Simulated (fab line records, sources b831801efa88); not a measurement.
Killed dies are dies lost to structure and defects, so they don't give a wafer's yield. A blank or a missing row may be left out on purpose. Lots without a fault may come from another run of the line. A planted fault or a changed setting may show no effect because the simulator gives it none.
Which tool did it? | flow gf180mcu | 11 lots, 33 wafers sampled, at 6 steps of a route of 602

WHAT THE GAUGES READ, wafer by wafer
GF_MVPSD_OVL_MEAS_07. Usual: MVPSD_OVL -1.1 nm, standard deviation 1.4.
lot  | measured     | on         | MVPSD_OVL (nm) | flag
L269 | day 4 23:25  | overlay-02 | -2.1 -3.5 -2.4 |
L273 | day 6 00:50  | overlay-02 | -1.3 -0.8 -0.8 |
L274 | day 6 11:28  | overlay-01 | -2.4 -2.2 -1.9 |
L282 | day 8 05:40  | overlay-01 | 1.9 -1.8 -1.3  |
L283 | day 8 13:31  | overlay-02 | -3.1 -3.7 -3.0 |
L284 | day 8 17:46  | overlay-02 | -0.9 -1.5 -2.5 |
L285 | day 8 23:14  | overlay-02 | -0.7 1.4 0.3   |
L288 | day 9 19:34  | overlay-01 | -1.3 1.1 -0.7  |
L289 | day 10 00:10 | overlay-02 | -1.2 -1.4 0.0  |
L290 | day 10 07:35 | overlay-01 | -1.4 -2.0 -0.6 |
L292 | day 10 20:47 | overlay-01 | -4.4 -3.3 -4.0 |

GF_VT_IMPLANT_OVL_MEAS_29. Usual: VT_IMPLANT_02_OVL 0.0 nm, standard deviation 1.3.
lot  | measured     | on         | VT_IMPLANT_02_OVL (nm) | flag
L269 | day 6 19:39  | overlay-02 | -0.2 1.3 1.6           |
L273 | day 7 23:58  | overlay-01 | -0.9 -1.7 -2.0         |
L274 | day 8 10:32  | overlay-02 | 0.7 2.2 1.2            |
L282 | day 10 10:13 | overlay-01 | 0.4 -0.2 0.8           |
L283 | day 10 19:39 | overlay-02 | -0.3 -2.1 0.1          |
L284 | day 10 22:31 | overlay-01 | 0.2 -0.9 -1.1          |
L285 | day 11 05:19 | overlay-02 | 1.5 2.1 1.2            |
L288 | day 12 02:06 | overlay-02 | 0.9 0.5 -1.0           |
L289 | day 12 08:13 | overlay-01 | 1.6 0.4 1.9            |
L290 | day 12 15:37 | overlay-02 | 0.9 -0.2 -0.6          |
L292 | day 13 05:49 | overlay-02 | -2.1 -0.5 0.0          |

GF_VT_IMPLANT_TW_MEAS_32. Usual: VT_IMPLANT_3_TW 268, standard deviation 4.6.
lot  | measured     | on            | VT_IMPLANT_3_TW | flag
L269 | day 6 19:56  | film_metro-03 | 262 262 261     |
L273 | day 8 00:16  | film_metro-04 | 270 270 269     |
L274 | day 8 10:49  | film_metro-04 | 30 30 30        | OFF
L282 | day 10 10:30 | film_metro-03 | 264 265 265     |
L283 | day 10 19:56 | film_metro-03 | 265 264 264     |
L284 | day 10 22:48 | film_metro-04 | 271 270 270     |
L285 | day 11 05:37 | film_metro-04 | 271 270 270     |
L288 | day 12 02:23 | film_metro-02 | 273 271 272     |
L289 | day 12 08:30 | film_metro-02 | 273 273 273     |
L290 | day 12 15:54 | film_metro-04 | 270 270 270     |
L292 | day 13 06:07 | film_metro-03 | 262 262 262     |

WHICH TOOL RAN EACH LOT (tool, then ch and the chambers of the sampled wafers, then the start)
lot  | GF_NWELL_STRIP_10                   | GF_VT_IMPLANT_STRIP_20               | GF_VT_IMPLANT_STRIP_31
L269 | plasma_asher-02 ch 1, day 3 08:31   | plasma_asher-02 ch 0,1, day 6 04:18  | plasma_asher-04 ch 0,1, day 6 19:50
L273 | plasma_asher-04 ch 1, day 4 06:09   | plasma_asher-02 ch 0,1, day 7 08:22  | plasma_asher-02 ch 0,1, day 8 00:09
L274 | plasma_asher-02 ch 0,1, day 4 16:02 | plasma_asher-02 ch 0,1, day 7 17:43  | plasma_asher-04 ch 0,1, day 8 10:43
L282 | plasma_asher-01 ch 0,1, day 6 04:48 | plasma_asher-04 ch 0,1, day 9 16:38  | plasma_asher-04 ch 0,1, day 10 10:23
L283 | plasma_asher-02 ch 0,1, day 6 13:44 | plasma_asher-02 ch 0,1, day 10 00:38 | plasma_asher-04 ch 0,1, day 10 19:50
L284 | plasma_asher-04 ch 0,1, day 6 18:02 | plasma_asher-01 ch 0,1, day 10 04:29 | plasma_asher-04 ch 0,1, day 10 22:42
L285 | plasma_asher-02 ch 0,1, day 6 21:52 | plasma_asher-04 ch 0,1, day 10 11:23 | plasma_asher-01 ch 0,1, day 11 05:30
L288 | plasma_asher-01 ch 0,1, day 7 16:15 | plasma_asher-04 ch 0,1, day 11 07:21 | plasma_asher-01 ch 0,1, day 12 02:17
L289 | plasma_asher-01 ch 0,1, day 7 20:47 | plasma_asher-01 ch 0,1, day 11 13:44 | plasma_asher-02 ch 0,1, day 12 08:23
L290 | plasma_asher-04 ch 1, day 8 03:48   | plasma_asher-01 ch 1, day 11 20:50   | plasma_asher-01 ch 1, day 12 15:47
L292 | plasma_asher-01 ch 0,1, day 8 15:44 | plasma_asher-04 ch 0,1, day 12 10:04 | plasma_asher-02 ch 0,1, day 13 06:02
- GF_NWELL_STRIP_10: strips in O2/N2.
- GF_VT_IMPLANT_STRIP_20: strips in O2/N2.
- GF_VT_IMPLANT_STRIP_31: strips in O2/N2.

WHAT THE TOOLS THEMSELVES READ (means of the sampled wafers that have a number; where no wafer has one, the mark that the record gives instead)
GF_NWELL_STRIP_10. Usual: drypump_motor_current_A 5.8 A, standard deviation 0.47; heater_power_w 345 W, standard deviation 47; oes_product_au 0.723 a.u., standard deviation 0.0044; strip_time_to_endpoint_s 36.96 s, standard deviation 0.099.
lot  | tool            | drypump_motor_current_A (A) | heater_power_w (W) | oes_product_au (a.u.) | strip_time_to_endpoint_s (s) | flag
L269 | plasma_asher-02 | 6.3                         | 419                | 0.722                 | 36.93                        |
L273 | plasma_asher-04 | 6.4                         | 282                | 0.724                 | 36.97                        |
L274 | plasma_asher-02 | 6.2                         | 400                | 0.722                 | 36.99                        |
L282 | plasma_asher-01 | 5.3                         | 358                | 0.721                 | 37.03                        |
L283 | plasma_asher-02 | 6.0                         | 378                | 0.722                 | 37.00                        |
L284 | plasma_asher-04 | 5.7                         | 308                | 0.728                 | 36.99                        |
L285 | plasma_asher-02 | 6.0                         | 370                | 0.720                 | 36.98                        |
L288 | plasma_asher-01 | 5.4                         | 328                | 0.722                 | 37.00                        |
L289 | plasma_asher-01 | 5.3                         | 359                | 0.724                 | 36.95                        |
L290 | plasma_asher-04 | 6.4                         | 289                | 0.721                 | 36.93                        |
L292 | plasma_asher-01 | 5.4                         | 335                | 0.723                 | 37.05                        |

GF_VT_IMPLANT_STRIP_20. Usual: drypump_motor_current_A 5.8 A, standard deviation 0.47; heater_power_w 343 W, standard deviation 47; oes_product_au 0.716 a.u., standard deviation 0.0045; strip_time_to_endpoint_s 12.539 s, standard deviation 0.027.
lot  | tool            | drypump_motor_current_A (A) | heater_power_w (W) | oes_product_au (a.u.) | strip_time_to_endpoint_s (s) | flag
L269 | plasma_asher-02 | 6.2                         | 397                | 0.713                 | 12.514                       |
L273 | plasma_asher-02 | 6.2                         | 401                | 0.719                 | 12.543                       |
L274 | plasma_asher-02 | 6.0                         | 374                | 0.939                 | -                            | OFF
L282 | plasma_asher-04 | 5.7                         | 308                | 0.718                 | 12.598                       |
L283 | plasma_asher-02 | 6.0                         | 374                | 0.713                 | 12.546                       |
L284 | plasma_asher-01 | 5.3                         | 360                | 0.716                 | 12.514                       |
L285 | plasma_asher-04 | 6.0                         | 292                | 0.713                 | 12.541                       |
L288 | plasma_asher-04 | 6.0                         | 295                | 0.714                 | 12.515                       |
L289 | plasma_asher-01 | 5.3                         | 358                | 0.716                 | 12.514                       |
L290 | plasma_asher-01 | 5.1                         | 388                | 0.718                 | 12.557                       |
L292 | plasma_asher-04 | 6.0                         | 298                | 0.714                 | 12.519                       |

GF_VT_IMPLANT_STRIP_31. Usual: drypump_motor_current_A 5.8 A, standard deviation 0.49; heater_power_w 331 W, standard deviation 44; oes_product_au 0.716 a.u., standard deviation 0.0049; strip_time_to_endpoint_s 12.63 s, standard deviation 0.036.
lot  | tool            | drypump_motor_current_A (A) | heater_power_w (W) | oes_product_au (a.u.) | strip_time_to_endpoint_s (s) | flag
L269 | plasma_asher-04 | 6.0                         | 294                | 0.712                 | 12.67                        |
L273 | plasma_asher-02 | 6.2                         | 392                | 0.718                 | 12.55                        |
L274 | plasma_asher-04 | 5.7                         | 306                | 0.714                 | 18.91                        | OFF
L282 | plasma_asher-04 | 5.7                         | 304                | 0.718                 | 12.61                        |
L283 | plasma_asher-04 | 5.7                         | 305                | 0.721                 | 12.64                        |
L284 | plasma_asher-04 | 5.7                         | 306                | 0.709                 | 12.62                        |
L285 | plasma_asher-01 | 5.4                         | 337                | 0.720                 | 12.64                        |
L288 | plasma_asher-01 | 5.3                         | 361                | 0.714                 | 12.60                        |
L289 | plasma_asher-02 | 6.2                         | 392                | 0.717                 | 12.64                        |
L290 | plasma_asher-01 | 5.1                         | 388                | 0.715                 | 12.58                        |
L292 | plasma_asher-02 | 6.0                         | 378                | 0.716                 | 12.66                        |

THE ANSWER, worked out from the rows above alone
Rule: a lot is off if the mean of its wafers that have a number lies more than 3 standard deviations from the usual mean. A lot without any number at a reading at which 4 lots or more have one is off too. The other lots that the step has rows for count as sound. The gauges are gone through in route order, then the tools' own readings, and for those a lot's mean is taken as printed above. The first step at which some lot is off is used, and at that step the reading that is off furthest; a lot without a number counts as furthest.
Off: L274, at GF_VT_IMPLANT_TW_MEAS_32 (VT_IMPLANT_3_TW).
A tool fits if, at a process step before that reading, it ran every lot that is off, and no sound lot after the first of them. The gauges at GF_VT_IMPLANT_TW_MEAS_32 aren't tried: what is off there is off at GF_VT_IMPLANT_STRIP_20 too, on other tools, and a gauge's error can't cause that. None of those tried fits.

WHAT THE SIMULATOR HAD PUT IN
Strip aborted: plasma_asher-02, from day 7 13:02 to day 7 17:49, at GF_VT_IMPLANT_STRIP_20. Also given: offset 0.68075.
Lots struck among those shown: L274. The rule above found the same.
